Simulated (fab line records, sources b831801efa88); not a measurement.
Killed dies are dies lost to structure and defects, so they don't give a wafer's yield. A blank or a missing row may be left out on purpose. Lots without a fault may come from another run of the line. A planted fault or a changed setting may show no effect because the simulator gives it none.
A struck lot beside a sound one | flow sfq_line | 20 steps out of a route of 325
Sound: wafers L855.2, L855.4, L855.6. Struck: wafers L865.1, L865.2, L865.4. The cause comes at the end.
At each step with rows: each side's tool, then ch and its chambers, then its first start. Under that, the readings that differ: sound wafers | struck wafers | difference of the means | sigmas: that difference in standard deviations of wafers without a fault.
alike: readings whose means differ by less than 2 such deviations, and words and numbers that are the same on both sides. not compared: withheld readings, readings that some wafer has no value for, bounds like >300 that may hide the same value, and numbers for which the record gives no deviation and whose values overlap.
The two part at a step that has a row with sigmas, a row that says differs or no value, or rows on one side only. Numbers that don't overlap but have no deviation are shown without sigmas and don't part them. A reading that every wafer of one side lacks parts them only if that side has two wafers or more.

first, 2 steps without rows for these wafers: SFQ_TRILAYER_I2_VIA_LITHO_PEB_070 (peb time 60 s); SFQ_TRILAYER_I2_VIA_LITHO_DEVELOP_069 (time 60 s).
SFQ_I2_OVL_MEAS_918:
  sound on overlay-01, day 25 11:35; struck on overlay-02, day 28 17:46
  alike: I2_OVL
SFQ_TRILAYER_I2_VIA_BARC_OPEN_VIA_ETCH_096: etches BARC in O2, target depth 125 nm, time 41.7 s.
  sound on rie_diel-04 ch 2,3, day 25 11:37; struck on rie_diel-01 ch 0,2,3, day 28 17:49
  alike: chamber_pressure_mTorr, drypump_motor_current_A, oes_product_au
  not compared: rf_hours_counter_h
SFQ_TRILAYER_I2_VIA_ETCH_VIA_ETCH_070: etches SiO2 in CHF3, stops on Nb, target depth 260 nm.
  sound on rie_diel-04 ch 2,3, day 25 11:39; struck on rie_diel-01 ch 0,2,3, day 28 17:51
  alike: chamber_pressure_mTorr, drypump_motor_current_A, oes_product_au
SFQ_TRILAYER_I2_VIA_STRIP_STRIP_071: strips in O2.
  sound on rie_metal-04 ch 0,1, day 25 11:46; struck on rie_metal-02 ch 0,1, day 28 17:58
  reading                     | sound             | struck            | difference | sigmas
  drypump_motor_current_A (A) | 5.1 4.8 5.1       | 5.9 5.7 6.0       | +0.9       | +2
  oes_product_au (a.u.)       | 1.021 1.015 1.024 | 0.996 0.995 0.982 | -0.029     | -3
  alike: chamber_pressure_mTorr
  not compared: rf_hours_counter_h
then, 3 steps without rows for these wafers: SFQ_TRILAYER_I2_VIA_STRIP_SOLV_CLEAN_072 (cleans in NMP, time 600 s); SFQ_TRILAYER_M3_DEP_PRE_CLEAN_074 (time 22.5 s); SFQ_TRILAYER_M3_DEP_SPUTTER_073 (material Nb, target thk 200 nm, time 133.3 s).
SFQ_M3_RS_MEAS_919: measures by four-point-probe.
  sound on film_metro-01, day 25 12:41; struck on film_metro-02, day 28 18:52
  alike: M3_NB_RS
then, 1 step without rows for these wafers: SFQ_TRILAYER_M3_LITHO_COAT_080 (resist thk 62 nm).
SFQ_TRILAYER_M3_LITHO_COAT_075: resist thk 600 nm.
  sound on litho_track-03 ch 0, day 25 13:11; struck on litho_track-02 ch 0, day 28 19:21
  reading                                             | sound             | struck            | difference | sigmas
  model.KrF_of_TRILAYER_M3_LITHO_COAT_075.thk_nm (nm) | 600.4 599.3 600.3 | 588.1 589.1 587.6 | -11.7      |
  alike: dispense_pressure_kPa
then, 4 steps without rows for these wafers: SFQ_TRILAYER_M3_LITHO_SOFTBAKE_079; SFQ_TRILAYER_M3_LITHO_EXPOSE_076 (exposes mask M3, target cd 500 nm); SFQ_TRILAYER_M3_LITHO_PEB_078 (peb time 60 s); SFQ_TRILAYER_M3_LITHO_DEVELOP_077 (time 60 s).
-- the record jumps here: 4 days lie between the struck wafers' starts before and after --
SFQ_M3_OVL_MEAS_921:
  sound on overlay-02, day 29 20:11; struck on overlay-02, day 32 15:22
  alike: M3_OVL
SFQ_TRILAYER_M3_BARC_OPEN_METAL_ETCH_100: etches BARC in O2, target depth 125 nm, time 41.7 s.
  sound on rie_metal-04 ch 0,1, day 29 20:13; struck on rie_metal-01 ch 0,1, day 32 15:25
  alike: chamber_pressure_mTorr, drypump_motor_current_A, oes_product_au
  not compared: rf_hours_counter_h
SFQ_TRILAYER_M3_ETCH_METAL_ETCH_078: etches Nb in Cl2/Ar, stops on SiO2, target depth 240 nm, time 120 s.
  sound on rie_metal-04 ch 0,1, day 29 20:16; struck on rie_metal-01 ch 0,1, day 32 15:28
  reading                                             | sound           | struck            | difference | sigmas
  model.KrF_of_TRILAYER_M3_LITHO_COAT_075.thk_nm (nm) | 383 381.3 383.6 | 366.1 362.7 361.1 | -19.3      |
  alike: chamber_pressure_mTorr, drypump_motor_current_A, oes_product_au
  not compared: rf_hours_counter_h
SFQ_TRILAYER_M3_STRIP_STRIP_079: strips in O2.
  sound on rie_metal-04 ch 0,1, day 29 20:23; struck on rie_metal-01 ch 0,1, day 32 15:35
  alike: chamber_pressure_mTorr, drypump_motor_current_A, oes_product_au
  not compared: rf_hours_counter_h

WHERE THEY PART
Only at SFQ_TRILAYER_I2_VIA_STRIP_STRIP_071, within this record. Later steps at which nothing parts them and some readings are alike: SFQ_M3_RS_MEAS_919, SFQ_TRILAYER_M3_LITHO_COAT_075, SFQ_M3_OVL_MEAS_921, SFQ_TRILAYER_M3_BARC_OPEN_METAL_ETCH_100, SFQ_TRILAYER_M3_ETCH_METAL_ETCH_078, SFQ_TRILAYER_M3_STRIP_STRIP_079.

WHY: what the simulator had put in
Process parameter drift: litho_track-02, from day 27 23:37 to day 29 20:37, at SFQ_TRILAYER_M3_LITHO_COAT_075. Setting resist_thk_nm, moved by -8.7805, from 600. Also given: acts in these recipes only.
